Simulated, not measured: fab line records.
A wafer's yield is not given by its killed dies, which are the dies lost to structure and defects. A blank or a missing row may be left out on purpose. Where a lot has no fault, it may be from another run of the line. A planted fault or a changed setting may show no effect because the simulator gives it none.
Which tool is to blame?	flow sky130	7 lots, 21 wafers sampled, at 2 steps of a route of 708

== WHAT THE GAUGES READ, wafer by wafer ==
SKY_NWELL_TW_MEAS_15.
lot	measured	on	NWELL_TW
L151	day 5 03:20	film metro-04	1818 1801 1795
L152	day 5 11:19	film metro-01	1811 1803 1800
L154	day 5 21:47	film metro-02	1845 1833 1836
L156	day 6 12:52	film metro-02	1835 1838 1855
L158	day 6 21:57	film metro-01	1818 1813 1813
L169	day 9 14:32	film metro-02	1851 116 1851
L171	day 10 04:05	film metro-02	1847 1847 1854

== WHAT TOOL EACH LOT RAN ON (gives the tool, then ch and the chambers of the sampled wafers, and finally the start) ==
lot	SKY_NWELL_DEVELOP_09
L151	litho track-03 ch 0, day 5 02:00
L152	litho track-01 ch 0, day 5 10:00
L154	litho track-03 ch 0, day 5 21:00
L156	litho track-04 ch 0, day 6 12:00
L158	litho track-01 ch 0, day 6 21:00
L169	litho track-03 ch 0, day 9 13:00
L171	litho track-01 ch 0, day 10 03:00
- SKY_NWELL_DEVELOP_09: develop time 60 s.

== THE ANSWER, worked out from the rows above alone ==
Rule: what is usual is taken from the lots themselves. Put in order of their means at a reading, lots are off if they are a third of the lots or fewer, leave a main group of 4 or more, and stand apart from it by a gap of 3 or more times the standard deviation of the main group's means; of several such gaps the widest counts. A main group whose means are all the same, to the digits that the tables above print for the reading, isn't used. Also off: a lot with no number at a reading for which 4 or more lots have one. Any other lot the step has rows for is counted as sound.
Off: L169, seen at SKY_NWELL_TW_MEAS_15 (NWELL_TW). Mean 1826 and standard deviation 18 in the main group.
A tool fits if, at a process step before that reading, it ran every lot that is off, and no sound lot after the first of them. Gauges at SKY_NWELL_TW_MEAS_15: tried the same way as those tools. One fits: litho track-03 at SKY_NWELL_DEVELOP_09. Its last sound lot is L154 (day 5 21:00), its first lot that is off L169 (day 9 13:00): a fault that began between those two fits.

== WHAT HAD BEEN PUT IN BY THE SIMULATOR ==
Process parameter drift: litho track-03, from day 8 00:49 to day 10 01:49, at SKY_NWELL_DEVELOP_09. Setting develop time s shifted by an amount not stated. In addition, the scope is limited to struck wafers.
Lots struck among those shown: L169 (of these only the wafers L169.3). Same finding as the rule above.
